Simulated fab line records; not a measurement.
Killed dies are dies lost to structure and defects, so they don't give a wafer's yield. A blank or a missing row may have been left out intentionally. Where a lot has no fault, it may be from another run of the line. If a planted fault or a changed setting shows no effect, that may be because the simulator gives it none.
The same fault as seen by 2 desks || flow sfq_line || each desk has only its own numbers; what lay behind them comes last

FROM THE METROLOGY DESK
What the gauges read, lot by lot, whatever tool the lot ran on: means of the sampled wafers that have a number. Any lot whose mean is over 4 standard deviations away from the usual mean is out of limits and marked OUT; that distance is given in the brackets.
Columns: A = M0_NB_RS at SFQ_M0_RS_MEAS_904, usual 0.891 ohm/sq; B = M0_OVL at SFQ_M0_OVL_MEAS_906, usual -3 nm
{"lot": "L720", "first seen here": "day 5 18:20", "A": 0.904, "B": -9}
{"lot": "L729", "first seen here": "day 8 04:04", "A": 0.910, "B": -5}
{"lot": "L734", "first seen here": "day 10 02:13", "A": 0.874, "B": -2}
{"lot": "L735", "first seen here": "day 10 05:49", "A": 0.876, "B": 9}
{"lot": "L737", "first seen here": "day 10 22:22", "A": 0.885, "B": -5}
{"lot": "L739", "first seen here": "day 11 06:44", "A": 0.889, "B": -6}
This desk's verdict: no lot among the 6 shows anything out of limits.

FOR THE TOOL OWNER'S DESK: litho_track-02
The tool's own readings at SFQ_TRILAYER_M0_LITHO_PEB_024 (peb time 60 s): means of the sampled wafers that have a number, for each lot that ran on this tool. Any lot whose mean is over 4 standard deviations away from the usual mean is out of limits and marked OUT; that distance is given in the brackets.
Columns: A = heater_power_total_W at SFQ_TRILAYER_M0_LITHO_PEB_024, usual 79.15 W; B = resist_line_temp_C at SFQ_TRILAYER_M0_LITHO_PEB_024, usual 22.98 C
{"lot": "L729", "first seen here": "day 10 05:43", "A": 79.11, "B": 23.11}
{"lot": "L734", "first seen here": "day 12 00:28", "A": "83.94 (+69) OUT", "B": 22.92}
{"lot": "L735", "first seen here": "day 12 05:16", "A": "83.90 (+69) OUT", "B": 23.11}
Finding of this desk: L734, L735 out of limits; the first was L734 at day 12 00:28, on heater_power_total_W at SFQ_TRILAYER_M0_LITHO_PEB_024. In limits: L729.

TAKEN TOGETHER
At day 12 00:28, on L734, L735, the tool owner's desk was in a position to raise an alarm.
Nothing out of limits was seen by the metrology desk.
The metrology desk holds a record of L734, L735, inside its limits.
SFQ_TRILAYER_M0_LITHO_PEB_024 was run on litho_track-02 by each of the lots named.

WHAT THE SIMULATOR HAD INSERTED
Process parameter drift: litho_track-02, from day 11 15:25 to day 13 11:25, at SFQ_TRILAYER_M0_LITHO_PEB_024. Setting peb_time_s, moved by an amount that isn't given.
Lots struck among those shown: L734, L735.
Hours from the fault's start to each desk's first reading out of limits: the tool owner's desk, 9.
